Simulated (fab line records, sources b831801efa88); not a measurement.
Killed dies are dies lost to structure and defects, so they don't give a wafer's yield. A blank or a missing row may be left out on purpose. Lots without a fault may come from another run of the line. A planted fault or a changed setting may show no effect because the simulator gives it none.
Which tool did it? | flow sky130 | 13 lots, 39 wafers sampled, at 5 steps of a route of 708

WHAT THE GAUGES READ, wafer by wafer
The record holds no reading of a measuring or inspecting step that can be judged against a usual standard deviation.

WHICH TOOL RAN EACH LOT (tool, then ch and the chambers of the sampled wafers, then the start)
lot  | SKY_CONTACT_CMP_04            | SKY_CONTACT_SPUTTER_23       | SKY_CONTACT_CVD_24            | SKY_CONTACT_CMP_27            | SKY_PAD_OPEN_PROBE_99
L184 | cmp-02 ch 0,1,3, day 30 15:42 | pvd_sputter-03, day 31 20:57 | cvd_w-02 ch 0,1, day 31 21:01 | cmp-01 ch 1,2,3, day 31 21:19 | -
L185 | cmp-02 ch 0,1,2, day 31 04:20 | pvd_sputter-01, day 32 08:41 | cvd_w-02 ch 0,1, day 32 08:47 | cmp-01 ch 0,2,3, day 32 09:08 | -
L186 | cmp-02 ch 0,3, day 31 07:58   | pvd_sputter-01, day 32 12:41 | cvd_w-01 ch 0,1, day 32 12:45 | cmp-02 ch 0,1,3, day 32 13:08 | -
L187 | cmp-01 ch 0,2,3, day 31 23:13 | pvd_sputter-01, day 33 04:38 | cvd_w-02 ch 0,1, day 33 04:41 | cmp-02 ch 0,3, day 33 04:59   | -
L193 | cmp-01 ch 0,1,3, day 33 22:29 | pvd_sputter-01, day 35 03:04 | cvd_w-01 ch 0,1, day 35 03:08 | cmp-01 ch 0,1,2, day 35 03:25 | prober-02, day 48 14:03
L195 | cmp-02 ch 0,2,3, day 34 06:00 | pvd_sputter-04, day 35 10:04 | cvd_w-02 ch 0,1, day 35 10:08 | cmp-01 ch 0,1,3, day 35 10:25 | prober-01, day 48 19:17
L197 | cmp-02 ch 0,3, day 35 00:26   | pvd_sputter-03, day 36 05:08 | cvd_w-02 ch 0,1, day 36 05:14 | cmp-02 ch 0,1,3, day 36 05:35 | -
L200 | cmp-01 ch 0,1,3, day 36 00:07 | pvd_sputter-01, day 37 03:22 | cvd_w-02 ch 0,1, day 37 03:26 | cmp-02 ch 0,1,3, day 37 03:43 | prober-02, day 49 22:38
L203 | cmp-02 ch 2,3, day 36 21:09   | pvd_sputter-03, day 38 00:54 | cvd_w-01 ch 0,1, day 38 00:58 | cmp-02 ch 1,2, day 38 01:15   | -
L204 | cmp-01 ch 0,1,3, day 37 08:16 | pvd_sputter-04, day 38 10:50 | cvd_w-02 ch 0,1, day 38 10:54 | cmp-02 ch 0,1,2, day 38 11:14 | -
L206 | cmp-02 ch 0,1,3, day 37 14:40 | pvd_sputter-04, day 38 18:05 | cvd_w-02 ch 0,1, day 38 18:13 | cmp-02 ch 0,2,3, day 38 18:30 | -
L205 | cmp-02 ch 0,2,3, day 37 21:16 | pvd_sputter-03, day 39 00:20 | cvd_w-02 ch 0,1, day 39 00:23 | cmp-02 ch 0,1,3, day 39 00:44 | -
L207 | cmp-01 ch 2,3, day 38 11:16   | pvd_sputter-03, day 39 13:58 | cvd_w-01 ch 0,1, day 39 14:02 | cmp-02 ch 1,2,3, day 39 14:44 | -
- SKY_CONTACT_CMP_04: polishes SiO2.
- SKY_CONTACT_SPUTTER_23: material TiN, target thk 20 nm, time 80 s.
- SKY_CONTACT_CVD_24: deposits W, target thk 340 nm, time 102.12 s.
- SKY_CONTACT_CMP_27: polishes, stops on SiO2, t overpolish 15 s, target thk 0 nm.
- SKY_PAD_OPEN_PROBE_99

WHAT THE TOOLS THEMSELVES READ (means of the sampled wafers that have a number; where no wafer has one, the mark that the record gives instead)
SKY_CONTACT_CMP_04. Usual: motor_current_A 11.5 A, standard deviation 1.2; time_to_endpoint_s 88 s, standard deviation 4.8.
lot  | tool   | motor_current_A (A) | time_to_endpoint_s (s) | flag
L184 | cmp-02 | 11.9                | 89                     |
L185 | cmp-02 | 12.3                | 90                     |
L186 | cmp-02 | 12.3                | 91                     |
L187 | cmp-01 | 11.0                | 97                     |
L193 | cmp-01 | 11.0                | 90                     |
L195 | cmp-02 | 12.4                | 87                     |
L197 | cmp-02 | 12.2                | 89                     |
L200 | cmp-01 | 10.7                | 89                     |
L203 | cmp-02 | 12.6                | 87                     |
L204 | cmp-01 | 10.9                | 88                     |
L206 | cmp-02 | 12.1                | 86                     |
L205 | cmp-02 | 12.1                | 85                     |
L207 | cmp-01 | 10.4                | 91                     |

SKY_CONTACT_SPUTTER_23. Usual: cathode_dc_power_W 3999.9 W, standard deviation 0.72; throttle_valve_pct 30.0 %, standard deviation 0.71.
lot  | tool           | cathode_dc_power_W (W) | throttle_valve_pct (%) | flag
L184 | pvd_sputter-03 | 3998.8                 | 30.1                   |
L185 | pvd_sputter-01 | 3999.3                 | 29.9                   |
L186 | pvd_sputter-01 | 4000.5                 | 29.9                   |
L187 | pvd_sputter-01 | 3999.1                 | 30.0                   |
L193 | pvd_sputter-01 | 4000.7                 | 30.0                   |
L195 | pvd_sputter-04 | 3999.4                 | 30.3                   |
L197 | pvd_sputter-03 | 4000.1                 | 30.1                   |
L200 | pvd_sputter-01 | 3999.6                 | 29.8                   |
L203 | pvd_sputter-03 | 3999.8                 | 29.8                   |
L204 | pvd_sputter-04 | 3999.8                 | 29.7                   |
L206 | pvd_sputter-04 | 3999.9                 | 30.4                   |
L205 | pvd_sputter-03 | 4000.1                 | 30.0                   |
L207 | pvd_sputter-03 | 4000.2                 | 30.4                   |

SKY_CONTACT_CVD_24. Usual: heater_power_w 902 W, standard deviation 75.
lot  | tool     | heater_power_w (W) | flag
L184 | cvd_w-02 | 877                |
L185 | cvd_w-02 | 879                |
L186 | cvd_w-01 | 1000               |
L187 | cvd_w-02 | 841                |
L193 | cvd_w-01 | 987                |
L195 | cvd_w-02 | 845                |
L197 | cvd_w-02 | 849                |
L200 | cvd_w-02 | 854                |
L203 | cvd_w-01 | 993                |
L204 | cvd_w-02 | 893                |
L206 | cvd_w-02 | 882                |
L205 | cvd_w-02 | 871                |
L207 | cvd_w-01 | 936                |

SKY_CONTACT_CMP_27. Usual: motor_current_A 10.6 A, standard deviation 1; overpolish_run_s 15.000 s, standard deviation 0.0089; time_to_endpoint_s 81 s, standard deviation 4.2.
lot  | tool   | motor_current_A (A) | overpolish_run_s (s) | time_to_endpoint_s (s) | flag
L184 | cmp-01 | 9.6                 | 14.999               | 85                     |
L185 | cmp-01 | 9.7                 | 15.008               | 83                     |
L186 | cmp-02 | 10.9                | 15.003               | 82                     |
L187 | cmp-02 | 11.1                | 14.993               | 80                     |
L193 | cmp-01 | 9.9                 | 10.014               | 100                    | OFF
L195 | cmp-01 | 10.0                | 5.032                | 112                    | OFF
L197 | cmp-02 | 11.0                | 14.991               | 81                     |
L200 | cmp-02 | 10.7                | 15.000               | 76                     |
L203 | cmp-02 | 10.9                | 15.005               | 78                     |
L204 | cmp-02 | 11.8                | 14.999               | 82                     |
L206 | cmp-02 | 11.3                | 15.002               | 84                     |
L205 | cmp-02 | 11.0                | 15.002               | 85                     |
L207 | cmp-02 | 11.3                | 14.984               | 83                     |

SKY_PAD_OPEN_PROBE_99. Usual: killed_at_M0_to_M3 43, standard deviation 6.6; killed_at_M4_up 3.4, standard deviation 1.8; killed_at_contacts 24, standard deviation 5.7; killed_at_front_end 15, standard deviation 4.2; killed_at_other 0.3, standard deviation 0.58; killed_dies 86, standard deviation 8; killed_on_rim 16, standard deviation 3.9; killed_open 46, standard deviation 7.2; killed_short 39, standard deviation 5.8.
lot  | tool      | killed_at_M0_to_M3 | killed_at_M4_up | killed_at_contacts | killed_at_front_end | killed_at_other | killed_dies | killed_on_rim | killed_open | killed_short | flag
L193 | prober-02 | 37                 | 2.0             | 163                | 17                  | 1.0             | 220         | 41            | 50          | 35           | OFF
L195 | prober-01 | 45                 | 2.3             | 293                | 20                  | 0.7             | 361         | 72            | 55          | 35           | OFF
L200 | prober-02 | 43                 | 6.0             | 21                 | 15                  | 0.0             | 86          | 17            | 43          | 42           |

THE ANSWER, worked out from the rows above alone
Rule: a lot is off if the mean of its wafers that have a number lies more than 3 standard deviations from the usual mean. A lot without any number at a reading at which 4 lots or more have one is off too. The other lots that the step has rows for count as sound. The gauges are gone through in route order, then the tools' own readings, and for those a lot's mean is taken as printed above. The first step at which some lot is off is used, and at that step the reading that is off furthest; a lot without a number counts as furthest.
Off: L193, L195, at SKY_CONTACT_CMP_27 (overpolish_run_s).
A tool fits if, at that step or a process step before it, it ran every lot that is off, and no sound lot after the first of them. One fits: cmp-01 at SKY_CONTACT_CMP_27. Its last sound lot is L185 (day 32 09:08), its first lot that is off L193 (day 35 03:25): a fault that began between those two fits.
The tool's own readings at SKY_CONTACT_CMP_27 bear it out: on the lots that are off they differ by more than 5 times the standard deviation of the sound lots' means. overpolish_run_s reads 7.523 s there against 14.999 s on the sound lots; time_to_endpoint_s reads 106 s there against 82 s on the sound lots.

WHAT THE SIMULATOR HAD PUT IN
Process parameter drift: cmp-01, from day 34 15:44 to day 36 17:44, at SKY_CONTACT_CMP_27. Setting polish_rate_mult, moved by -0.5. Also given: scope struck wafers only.
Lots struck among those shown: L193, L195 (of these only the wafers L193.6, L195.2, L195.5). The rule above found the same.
